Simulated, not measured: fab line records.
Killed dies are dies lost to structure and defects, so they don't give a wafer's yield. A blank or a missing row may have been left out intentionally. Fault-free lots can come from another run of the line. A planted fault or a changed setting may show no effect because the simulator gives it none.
fab line records / flow gf180mcu
record lots=14 wafers=42 last-day=34
route steps=602 shown VT_IMPLANT@98 M1@319 M2@377 V2@396
lots that met no fault: taken from a fault-free run of the same line
start-h: the number of hours between the record's first day and the start of the first shown wafer of the lot / wait-h: hours since the lot's step before / " the same as in the row above / L1.1+2: several wafers, shown together as one row / - no value present, or no start provided / * or withheld: withheld / < > ~ a bound
route shown NAME@n: a module of which the file shows steps, and the number in the route of the first / usual: average and standard deviation across the fault-free wafers / same: alike in all rows / chamber/n: place in a boat / sites: per-site readings / _std_site: standard deviation of those values / _edge_site: outer sites' mean less inner sites' / radius-mm: how far each site lies from the wafer's centre / mask NAME#n: copy n / behind: the last tool/chamber to shape the wafer / hold: reason for holding the lot/hours on hold/outcome of the hold / device: the transistor (n, p or np) that didn't switch / end of line: the same wafers' tests at the end of the route / a step with no rows: only its recipe / killed: the dies lost at the first sort to structure and to defects; this is not the yield of the wafer / map: dies across one wafer; x = killed, . = not, _ = none there
set.NAME: the run value of the setting; set.NAME@STEP: its run value at that earlier step / model.NAME: the simulator's own value behind a step, which no gauge read
route steps across a sampled set of lots; one table per step, one row per wafer
services: the hour from which a tool's chamber was out of use, counted from the record's first day as start-h (under 0 if before that day), plus the number of hours and why
## steps
# step GF_VT_IMPLANT_IMPLANT_08
# recipe species=BF2 energy-kev=20 dose-cm2=7.875e+12 tilt-deg=7
# usual faraday-current-uA=44.4/0.86 tilt-deg=7.002/0.021
# same implant-ion-amu=49
lot.wafer=L746.1 tool=implanter-01 chamber=0 start-h=112.25 wait-h=0.0 faraday-current-uA=43.9 tilt-deg=7.013
lot.wafer=L746.4 tool=implanter-01 chamber=0 start-h=112.25 wait-h=0.0 faraday-current-uA=45.3 tilt-deg=6.992
lot.wafer=L746.6 tool=implanter-01 chamber=0 start-h=112.25 wait-h=0.0 faraday-current-uA=44.3 tilt-deg=6.981
lot.wafer=L747.1 tool=implanter-01 chamber=0 start-h=117.32 wait-h=0.0 faraday-current-uA=43.8 tilt-deg=7.018
lot.wafer=L747.2 tool=implanter-01 chamber=0 start-h=117.32 wait-h=0.0 faraday-current-uA=44.0 tilt-deg=6.986
lot.wafer=L747.3 tool=implanter-01 chamber=0 start-h=117.32 wait-h=0.0 faraday-current-uA=43.7 tilt-deg=6.970
lot.wafer=L748.2 tool=implanter-01 chamber=0 start-h=129.31 wait-h=0.0 faraday-current-uA=44.2 tilt-deg=6.998
lot.wafer=L748.3 tool=implanter-01 chamber=0 start-h=129.31 wait-h=0.0 faraday-current-uA=44.3 tilt-deg=6.950
lot.wafer=L748.5 tool=implanter-01 chamber=0 start-h=129.31 wait-h=0.0 faraday-current-uA=44.0 tilt-deg=7.004
lot.wafer=L749.2 tool=implanter-03 chamber=0 start-h=139.44 wait-h=0.0 faraday-current-uA=44.1 tilt-deg=7.015
lot.wafer=L749.4 tool=implanter-03 chamber=0 start-h=139.44 wait-h=0.0 faraday-current-uA=46.3 tilt-deg=7.022
lot.wafer=L749.5 tool=implanter-03 chamber=0 start-h=139.44 wait-h=0.0 faraday-current-uA=44.9 tilt-deg=7.020
lot.wafer=L751.2 tool=implanter-03 chamber=0 start-h=155.94 wait-h=0.0 faraday-current-uA=44.4 tilt-deg=7.028
lot.wafer=L751.3 tool=implanter-03 chamber=0 start-h=155.94 wait-h=0.0 faraday-current-uA=44.4 tilt-deg=6.992
lot.wafer=L751.4 tool=implanter-03 chamber=0 start-h=155.94 wait-h=0.0 faraday-current-uA=43.6 tilt-deg=7.008
lot.wafer=L753.3 tool=implanter-01 chamber=0 start-h=159.25 wait-h=0.1 faraday-current-uA=44.8 tilt-deg=6.999
lot.wafer=L753.5 tool=implanter-01 chamber=0 start-h=159.25 wait-h=0.1 faraday-current-uA=44.8 tilt-deg=7.006
lot.wafer=L753.6 tool=implanter-01 chamber=0 start-h=159.25 wait-h=0.1 faraday-current-uA=45.0 tilt-deg=7.002
lot.wafer=L754.1 tool=implanter-04 chamber=0 start-h=166.49 wait-h=0.0 faraday-current-uA=44.0 tilt-deg=6.985
lot.wafer=L754.3 tool=implanter-04 chamber=0 start-h=166.49 wait-h=0.0 faraday-current-uA=44.8 tilt-deg=6.965
lot.wafer=L754.5 tool=implanter-04 chamber=0 start-h=166.49 wait-h=0.0 faraday-current-uA=45.4 tilt-deg=6.970
lot.wafer=L756.3 tool=implanter-04 chamber=0 start-h=176.54 wait-h=0.1 faraday-current-uA=45.0 tilt-deg=7.010
lot.wafer=L756.4 tool=implanter-04 chamber=0 start-h=176.54 wait-h=0.1 faraday-current-uA=44.2 tilt-deg=6.998
lot.wafer=L756.5 tool=implanter-04 chamber=0 start-h=176.54 wait-h=0.1 faraday-current-uA=44.3 tilt-deg=6.996
lot.wafer=L755.1 tool=implanter-03 chamber=0 start-h=178.35 wait-h=0.0 faraday-current-uA=44.9 tilt-deg=7.005
lot.wafer=L755.2 tool=implanter-03 chamber=0 start-h=178.35 wait-h=0.0 faraday-current-uA=43.9 tilt-deg=6.998
lot.wafer=L755.4 tool=implanter-03 chamber=0 start-h=178.35 wait-h=0.0 faraday-current-uA=45.6 tilt-deg=7.019
lot.wafer=L760.1 tool=implanter-01 chamber=0 start-h=201.62 wait-h=0.0 faraday-current-uA=45.4 tilt-deg=6.001
lot.wafer=L760.2 tool=implanter-01 chamber=0 start-h=201.62 wait-h=0.0 faraday-current-uA=43.9 tilt-deg=6.004
lot.wafer=L760.3 tool=implanter-01 chamber=0 start-h=201.62 wait-h=0.0 faraday-current-uA=44.7 tilt-deg=5.992
lot.wafer=L762.1 tool=implanter-01 chamber=0 start-h=213.75 wait-h=0.0 faraday-current-uA=45.3 tilt-deg=6.028
lot.wafer=L762.4 tool=implanter-01 chamber=0 start-h=213.75 wait-h=0.0 faraday-current-uA=44.4 tilt-deg=6.001
lot.wafer=L762.6 tool=implanter-01 chamber=0 start-h=213.75 wait-h=0.0 faraday-current-uA=45.0 tilt-deg=6.003
lot.wafer=L766.2 tool=implanter-03 chamber=0 start-h=235.62 wait-h=0.0 faraday-current-uA=44.4 tilt-deg=6.987
lot.wafer=L766.4 tool=implanter-03 chamber=0 start-h=235.62 wait-h=0.0 faraday-current-uA=44.1 tilt-deg=6.988
lot.wafer=L766.5 tool=implanter-03 chamber=0 start-h=235.62 wait-h=0.0 faraday-current-uA=43.7 tilt-deg=6.989
lot.wafer=L767.3 tool=implanter-03 chamber=0 start-h=243.59 wait-h=0.1 faraday-current-uA=45.3 tilt-deg=6.988
lot.wafer=L767.4 tool=implanter-03 chamber=0 start-h=243.59 wait-h=0.1 faraday-current-uA=45.3 tilt-deg=7.011
lot.wafer=L767.6 tool=implanter-03 chamber=0 start-h=243.59 wait-h=0.1 faraday-current-uA=44.1 tilt-deg=6.980
lot.wafer=L769.3 tool=implanter-03 chamber=0 start-h=255.06 wait-h=0.1 faraday-current-uA=45.2 tilt-deg=6.983
lot.wafer=L769.4 tool=implanter-03 chamber=0 start-h=255.06 wait-h=0.1 faraday-current-uA=45.1 tilt-deg=6.976
lot.wafer=L769.6 tool=implanter-03 chamber=0 start-h=255.06 wait-h=0.1 faraday-current-uA=43.3 tilt-deg=6.958
# step GF_M1_SPUTTER_04
# recipe material=TiN target-thk-nm=50 power-w=6500 time-s=41.7 chamber-pressure-pa=0.4
# usual throttle-valve-pct=30.3/0.88
lot.wafer=L746.1 tool=pvd-sputter-04 chamber=- start-h=370.95 wait-h=0.0 throttle-valve-pct=29.6
lot.wafer=L746.4 tool=pvd-sputter-04 chamber=- start-h=370.95 wait-h=0.0 throttle-valve-pct=30.1
lot.wafer=L746.6 tool=pvd-sputter-04 chamber=- start-h=370.95 wait-h=0.0 throttle-valve-pct=30.6
lot.wafer=L747.1 tool=pvd-sputter-02 chamber=- start-h=376.50 wait-h=0.0 throttle-valve-pct=31.8
lot.wafer=L747.2 tool=pvd-sputter-02 chamber=- start-h=376.50 wait-h=0.0 throttle-valve-pct=29.7
lot.wafer=L747.3 tool=pvd-sputter-02 chamber=- start-h=376.50 wait-h=0.0 throttle-valve-pct=30.5
lot.wafer=L748.2 tool=pvd-sputter-04 chamber=- start-h=391.41 wait-h=0.0 throttle-valve-pct=29.5
lot.wafer=L748.3 tool=pvd-sputter-04 chamber=- start-h=391.41 wait-h=0.0 throttle-valve-pct=30.9
lot.wafer=L748.5 tool=pvd-sputter-04 chamber=- start-h=391.41 wait-h=0.0 throttle-valve-pct=31.1
lot.wafer=L749.2 tool=pvd-sputter-04 chamber=- start-h=408.03 wait-h=0.0 throttle-valve-pct=29.5
lot.wafer=L749.4 tool=pvd-sputter-04 chamber=- start-h=408.03 wait-h=0.0 throttle-valve-pct=29.5
lot.wafer=L749.5 tool=pvd-sputter-04 chamber=- start-h=408.03 wait-h=0.0 throttle-valve-pct=30.2
lot.wafer=L751.2 tool=pvd-sputter-04 chamber=- start-h=432.81 wait-h=0.0 throttle-valve-pct=31.0
lot.wafer=L751.3 tool=pvd-sputter-04 chamber=- start-h=432.81 wait-h=0.0 throttle-valve-pct=29.9
lot.wafer=L751.4 tool=pvd-sputter-04 chamber=- start-h=432.81 wait-h=0.0 throttle-valve-pct=29.4
lot.wafer=L753.3 tool=pvd-sputter-04 chamber=- start-h=437.35 wait-h=0.0 throttle-valve-pct=29.8
lot.wafer=L753.5 tool=pvd-sputter-04 chamber=- start-h=437.35 wait-h=0.0 throttle-valve-pct=30.2
lot.wafer=L753.6 tool=pvd-sputter-04 chamber=- start-h=437.35 wait-h=0.0 throttle-valve-pct=29.6
lot.wafer=L754.1 tool=pvd-sputter-02 chamber=- start-h=448.95 wait-h=0.0 throttle-valve-pct=29.6
lot.wafer=L754.3 tool=pvd-sputter-02 chamber=- start-h=448.95 wait-h=0.0 throttle-valve-pct=30.5
lot.wafer=L754.5 tool=pvd-sputter-02 chamber=- start-h=448.95 wait-h=0.0 throttle-valve-pct=30.4
lot.wafer=L756.3 tool=pvd-sputter-03 chamber=- start-h=461.18 wait-h=0.0 throttle-valve-pct=29.3
lot.wafer=L756.4 tool=pvd-sputter-03 chamber=- start-h=461.18 wait-h=0.0 throttle-valve-pct=29.3
lot.wafer=L756.5 tool=pvd-sputter-03 chamber=- start-h=461.18 wait-h=0.0 throttle-valve-pct=30.0
lot.wafer=L755.1 tool=pvd-sputter-02 chamber=- start-h=466.54 wait-h=0.0 throttle-valve-pct=32.0
lot.wafer=L755.2 tool=pvd-sputter-02 chamber=- start-h=466.54 wait-h=0.0 throttle-valve-pct=30.4
lot.wafer=L755.4 tool=pvd-sputter-02 chamber=- start-h=466.54 wait-h=0.0 throttle-valve-pct=29.5
lot.wafer=L760.1 tool=pvd-sputter-04 chamber=- start-h=499.64 wait-h=0.0 throttle-valve-pct=31.2
lot.wafer=L760.2 tool=pvd-sputter-04 chamber=- start-h=499.64 wait-h=0.0 throttle-valve-pct=30.2
lot.wafer=L760.3 tool=pvd-sputter-04 chamber=- start-h=499.64 wait-h=0.0 throttle-valve-pct=29.6
lot.wafer=L762.1 tool=pvd-sputter-04 chamber=- start-h=517.34 wait-h=0.0 throttle-valve-pct=29.5
lot.wafer=L762.4 tool=pvd-sputter-04 chamber=- start-h=517.34 wait-h=0.0 throttle-valve-pct=30.0
lot.wafer=L762.6 tool=pvd-sputter-04 chamber=- start-h=517.34 wait-h=0.0 throttle-valve-pct=31.6
lot.wafer=L766.2 tool=pvd-sputter-02 chamber=- start-h=547.22 wait-h=0.0 throttle-valve-pct=32.2
lot.wafer=L766.4 tool=pvd-sputter-02 chamber=- start-h=547.22 wait-h=0.0 throttle-valve-pct=30.6
lot.wafer=L766.5 tool=pvd-sputter-02 chamber=- start-h=547.22 wait-h=0.0 throttle-valve-pct=30.2
lot.wafer=L767.3 tool=pvd-sputter-02 chamber=- start-h=551.63 wait-h=0.0 throttle-valve-pct=32.2
lot.wafer=L767.4 tool=pvd-sputter-02 chamber=- start-h=551.63 wait-h=0.0 throttle-valve-pct=29.6
lot.wafer=L767.6 tool=pvd-sputter-02 chamber=- start-h=551.63 wait-h=0.0 throttle-valve-pct=30.2
lot.wafer=L769.3 tool=pvd-sputter-03 chamber=- start-h=568.31 wait-h=0.0 throttle-valve-pct=29.1
lot.wafer=L769.4 tool=pvd-sputter-03 chamber=- start-h=568.31 wait-h=0.0 throttle-valve-pct=32.1
lot.wafer=L769.6 tool=pvd-sputter-03 chamber=- start-h=568.31 wait-h=0.0 throttle-valve-pct=30.0
# step GF_M2_OVL_MEAS_15
# usual M2_OVL=-4/4.6
lot.wafer=L746.1 tool=overlay-01 chamber=- start-h=446.50 wait-h=0.1 M2_OVL[nm]=-4
lot.wafer=L746.4 tool=overlay-01 chamber=- start-h=446.50 wait-h=0.1 M2_OVL[nm]=-9
lot.wafer=L746.6 tool=overlay-01 chamber=- start-h=446.50 wait-h=0.1 M2_OVL[nm]=-4
lot.wafer=L747.1 tool=overlay-01 chamber=- start-h=451.89 wait-h=0.1 M2_OVL[nm]=-3
lot.wafer=L747.2 tool=overlay-01 chamber=- start-h=451.89 wait-h=0.1 M2_OVL[nm]=-5
lot.wafer=L747.3 tool=overlay-01 chamber=- start-h=451.89 wait-h=0.1 M2_OVL[nm]=-2
lot.wafer=L748.2 tool=overlay-01 chamber=- start-h=467.75 wait-h=0.1 M2_OVL[nm]=-11
lot.wafer=L748.3 tool=overlay-01 chamber=- start-h=467.75 wait-h=0.1 M2_OVL[nm]=-3
lot.wafer=L748.5 tool=overlay-01 chamber=- start-h=467.75 wait-h=0.1 M2_OVL[nm]=-5
lot.wafer=L749.2 tool=overlay-01 chamber=- start-h=485.35 wait-h=0.1 M2_OVL[nm]=1
lot.wafer=L749.4 tool=overlay-01 chamber=- start-h=485.35 wait-h=0.1 M2_OVL[nm]=-3
lot.wafer=L749.5 tool=overlay-01 chamber=- start-h=485.35 wait-h=0.1 M2_OVL[nm]=-3
lot.wafer=L751.2 tool=overlay-02 chamber=- start-h=509.82 wait-h=0.1 M2_OVL[nm]=-12
lot.wafer=L751.3 tool=overlay-02 chamber=- start-h=509.82 wait-h=0.1 M2_OVL[nm]=-7
lot.wafer=L751.4 tool=overlay-02 chamber=- start-h=509.82 wait-h=0.1 M2_OVL[nm]=-11
lot.wafer=L753.3 tool=overlay-02 chamber=- start-h=513.81 wait-h=0.1 M2_OVL[nm]=-11
lot.wafer=L753.5 tool=overlay-02 chamber=- start-h=513.81 wait-h=0.1 M2_OVL[nm]=-8
lot.wafer=L753.6 tool=overlay-02 chamber=- start-h=513.81 wait-h=0.1 M2_OVL[nm]=-6
lot.wafer=L754.1 tool=overlay-02 chamber=- start-h=526.29 wait-h=0.1 M2_OVL[nm]=-6
lot.wafer=L754.3 tool=overlay-02 chamber=- start-h=526.29 wait-h=0.1 M2_OVL[nm]=-4
lot.wafer=L754.5 tool=overlay-02 chamber=- start-h=526.29 wait-h=0.1 M2_OVL[nm]=-6
lot.wafer=L756.3 tool=overlay-02 chamber=- start-h=537.00 wait-h=0.1 M2_OVL[nm]=-3
lot.wafer=L756.4 tool=overlay-02 chamber=- start-h=537.00 wait-h=0.1 M2_OVL[nm]=-14
lot.wafer=L756.5 tool=overlay-02 chamber=- start-h=537.00 wait-h=0.1 M2_OVL[nm]=-5
lot.wafer=L755.1 tool=overlay-02 chamber=- start-h=542.14 wait-h=0.1 M2_OVL[nm]=-2
lot.wafer=L755.2 tool=overlay-02 chamber=- start-h=542.14 wait-h=0.1 M2_OVL[nm]=1
lot.wafer=L755.4 tool=overlay-02 chamber=- start-h=542.14 wait-h=0.1 M2_OVL[nm]=-3
lot.wafer=L760.1 tool=overlay-01 chamber=- start-h=572.32 wait-h=0.1 M2_OVL[nm]=0
lot.wafer=L760.2 tool=overlay-01 chamber=- start-h=572.32 wait-h=0.1 M2_OVL[nm]=-8
lot.wafer=L760.3 tool=overlay-01 chamber=- start-h=572.32 wait-h=0.1 M2_OVL[nm]=-7
lot.wafer=L762.1 tool=overlay-01 chamber=- start-h=589.49 wait-h=0.1 M2_OVL[nm]=1
lot.wafer=L762.4 tool=overlay-01 chamber=- start-h=589.49 wait-h=0.1 M2_OVL[nm]=-7
lot.wafer=L762.6 tool=overlay-01 chamber=- start-h=589.49 wait-h=0.1 M2_OVL[nm]=-2
lot.wafer=L766.2 tool=overlay-01 chamber=- start-h=616.52 wait-h=0.1 M2_OVL[nm]=-3
lot.wafer=L766.4 tool=overlay-01 chamber=- start-h=616.52 wait-h=0.1 M2_OVL[nm]=-1
lot.wafer=L766.5 tool=overlay-01 chamber=- start-h=616.52 wait-h=0.1 M2_OVL[nm]=-1
lot.wafer=L767.3 tool=overlay-02 chamber=- start-h=620.75 wait-h=0.1 M2_OVL[nm]=0
lot.wafer=L767.4 tool=overlay-02 chamber=- start-h=620.75 wait-h=0.1 M2_OVL[nm]=-5
lot.wafer=L767.6 tool=overlay-02 chamber=- start-h=620.75 wait-h=0.1 M2_OVL[nm]=-7
lot.wafer=L769.3 tool=overlay-01 chamber=- start-h=635.75 wait-h=0.1 M2_OVL[nm]=6
lot.wafer=L769.4 tool=overlay-01 chamber=- start-h=635.75 wait-h=0.1 M2_OVL[nm]=-6
lot.wafer=L769.6 tool=overlay-01 chamber=- start-h=635.75 wait-h=0.1 M2_OVL[nm]=-7
# step GF_V2_CD_MEAS_14
# recipe target-cd-nm=260
# usual cd-nm=260.4/1.4
lot.wafer=L746.1 tool=cd-sem-02 chamber=- start-h=472.00 wait-h=0.1 cd-nm=259.5
lot.wafer=L746.4 tool=cd-sem-02 chamber=- start-h=472.00 wait-h=0.1 cd-nm=260.7
lot.wafer=L746.6 tool=cd-sem-02 chamber=- start-h=472.00 wait-h=0.1 cd-nm=261.5
lot.wafer=L747.1 tool=cd-sem-02 chamber=- start-h=477.95 wait-h=0.1 cd-nm=258.2
lot.wafer=L747.2 tool=cd-sem-02 chamber=- start-h=477.95 wait-h=0.1 cd-nm=259.3
lot.wafer=L747.3 tool=cd-sem-02 chamber=- start-h=477.95 wait-h=0.1 cd-nm=259.0
lot.wafer=L748.2 tool=cd-sem-02 chamber=- start-h=494.29 wait-h=0.1 cd-nm=261.6
lot.wafer=L748.3 tool=cd-sem-02 chamber=- start-h=494.29 wait-h=0.1 cd-nm=261.2
lot.wafer=L748.5 tool=cd-sem-02 chamber=- start-h=494.29 wait-h=0.1 cd-nm=260.2
lot.wafer=L749.2 tool=cd-sem-01 chamber=- start-h=511.14 wait-h=0.1 cd-nm=261.6
lot.wafer=L749.4 tool=cd-sem-01 chamber=- start-h=511.14 wait-h=0.1 cd-nm=261.5
lot.wafer=L749.5 tool=cd-sem-01 chamber=- start-h=511.14 wait-h=0.1 cd-nm=261.3
lot.wafer=L751.2 tool=cd-sem-01 chamber=- start-h=534.88 wait-h=0.1 cd-nm=259.0
lot.wafer=L751.3 tool=cd-sem-01 chamber=- start-h=534.88 wait-h=0.1 cd-nm=258.3
lot.wafer=L751.4 tool=cd-sem-01 chamber=- start-h=534.88 wait-h=0.1 cd-nm=258.3
lot.wafer=L753.3 tool=cd-sem-02 chamber=- start-h=538.61 wait-h=0.1 cd-nm=260.4
lot.wafer=L753.5 tool=cd-sem-02 chamber=- start-h=538.61 wait-h=0.1 cd-nm=260.4
lot.wafer=L753.6 tool=cd-sem-02 chamber=- start-h=538.61 wait-h=0.1 cd-nm=260.5
lot.wafer=L754.1 tool=cd-sem-01 chamber=- start-h=550.71 wait-h=0.1 cd-nm=258.9
lot.wafer=L754.3 tool=cd-sem-01 chamber=- start-h=550.71 wait-h=0.1 cd-nm=259.1
lot.wafer=L754.5 tool=cd-sem-01 chamber=- start-h=550.71 wait-h=0.1 cd-nm=260.0
lot.wafer=L756.3 tool=cd-sem-01 chamber=- start-h=561.54 wait-h=0.1 cd-nm=260.6
lot.wafer=L756.4 tool=cd-sem-01 chamber=- start-h=561.54 wait-h=0.1 cd-nm=260.9
lot.wafer=L756.5 tool=cd-sem-01 chamber=- start-h=561.54 wait-h=0.1 cd-nm=260.4
lot.wafer=L755.1 tool=cd-sem-02 chamber=- start-h=566.32 wait-h=0.1 cd-nm=260.3
lot.wafer=L755.2 tool=cd-sem-02 chamber=- start-h=566.32 wait-h=0.1 cd-nm=258.7
lot.wafer=L755.4 tool=cd-sem-02 chamber=- start-h=566.32 wait-h=0.1 cd-nm=259.6
lot.wafer=L760.1 tool=cd-sem-02 chamber=- start-h=595.35 wait-h=0.1 cd-nm=260.1
lot.wafer=L760.2 tool=cd-sem-02 chamber=- start-h=595.35 wait-h=0.1 cd-nm=259.7
lot.wafer=L760.3 tool=cd-sem-02 chamber=- start-h=595.35 wait-h=0.1 cd-nm=259.8
lot.wafer=L762.1 tool=cd-sem-01 chamber=- start-h=611.95 wait-h=0.1 cd-nm=261.0
lot.wafer=L762.4 tool=cd-sem-01 chamber=- start-h=611.95 wait-h=0.1 cd-nm=261.4
lot.wafer=L762.6 tool=cd-sem-01 chamber=- start-h=611.95 wait-h=0.1 cd-nm=262.4
lot.wafer=L766.2 tool=cd-sem-01 chamber=- start-h=639.08 wait-h=0.1 cd-nm=261.6
lot.wafer=L766.4 tool=cd-sem-01 chamber=- start-h=639.08 wait-h=0.1 cd-nm=260.9
lot.wafer=L766.5 tool=cd-sem-01 chamber=- start-h=639.08 wait-h=0.1 cd-nm=261.4
lot.wafer=L767.3 tool=cd-sem-01 chamber=- start-h=643.39 wait-h=0.1 cd-nm=259.1
lot.wafer=L767.4 tool=cd-sem-01 chamber=- start-h=643.39 wait-h=0.1 cd-nm=258.6
lot.wafer=L767.6 tool=cd-sem-01 chamber=- start-h=643.39 wait-h=0.1 cd-nm=258.0
lot.wafer=L769.3 tool=cd-sem-02 chamber=- start-h=657.85 wait-h=0.1 cd-nm=261.3
lot.wafer=L769.4 tool=cd-sem-02 chamber=- start-h=657.85 wait-h=0.1 cd-nm=262.0
lot.wafer=L769.6 tool=cd-sem-02 chamber=- start-h=657.85 wait-h=0.1 cd-nm=261.8
## services
tool=implanter-03 chamber=- start-h=94.95 hours=1.7 kind=repair
tool=implanter-03 chamber=- start-h=109.69 hours=2.3 kind=repair
tool=pvd-sputter-03 chamber=- start-h=161.96 hours=20.2 kind=repair
tool=implanter-04 chamber=- start-h=185.46 hours=5.5 kind=repair
tool=pvd-sputter-03 chamber=- start-h=193.97 hours=3.3 kind=repair
tool=implanter-03 chamber=- start-h=266.58 hours=4.7 kind=pm
tool=implanter-01 chamber=- start-h=271.04 hours=3.1 kind=repair
tool=implanter-03 chamber=- start-h=272.34 hours=15.8 kind=pm
tool=pvd-sputter-03 chamber=- start-h=297.23 hours=2.8 kind=repair
tool=implanter-01 chamber=- start-h=320.04 hours=2.7 kind=pm
tool=implanter-04 chamber=- start-h=330.83 hours=6.8 kind=pm
tool=implanter-03 chamber=- start-h=334.39 hours=2.1 kind=pm
tool=implanter-01 chamber=- start-h=352.70 hours=5.8 kind=repair
tool=pvd-sputter-03 chamber=- start-h=370.12 hours=13.7 kind=repair
tool=implanter-01 chamber=- start-h=377.83 hours=1.6 kind=repair
tool=pvd-sputter-04 chamber=- start-h=426.53 hours=5.5 kind=repair
tool=implanter-01 chamber=- start-h=426.88 hours=2.6 kind=repair
tool=implanter-04 chamber=- start-h=447.09 hours=1.3 kind=repair
tool=implanter-01 chamber=- start-h=478.42 hours=4.1 kind=repair
tool=pvd-sputter-04 chamber=- start-h=491.04 hours=2.2 kind=repair
tool=implanter-03 chamber=- start-h=502.59 hours=4.0 kind=repair
tool=implanter-03 chamber=- start-h=511.87 hours=2.1 kind=repair
tool=pvd-sputter-02 chamber=- start-h=523.83 hours=6.7 kind=repair
tool=implanter-01 chamber=- start-h=559.77 hours=3.1 kind=repair
## key
first-sign step=GF_VT_IMPLANT_IMPLANT_08 reading=tilt-deg direction=down sigmas=48 usual=7.002 struck=6.005
effect none on later readings
met-at GF_VT_IMPLANT_IMPLANT_08
struck-lots L760,L762
tester-left-out L760,L762
not-acting-at GF_M1_SPUTTER_04,GF_M2_OVL_MEAS_15,GF_V2_CD_MEAS_14
onset-between 159.25 201.62
fault kind=process-parameter-drift tool=implanter-01 chamber=- onset-h=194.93 steps=GF_VT_IMPLANT_IMPLANT_08 channel=tilt-deg offset=-0.98853 shape=step end-h=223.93 acts-in=these-recipes-only stated=7
# tester-left-out: of these lots the tester's yield and bins aren't shown, on N5 and GAA mostly nor the transistor test; their killed dies are dies lost to structure and defects alone, not to doping, threshold or leakage, so they don't give the yield
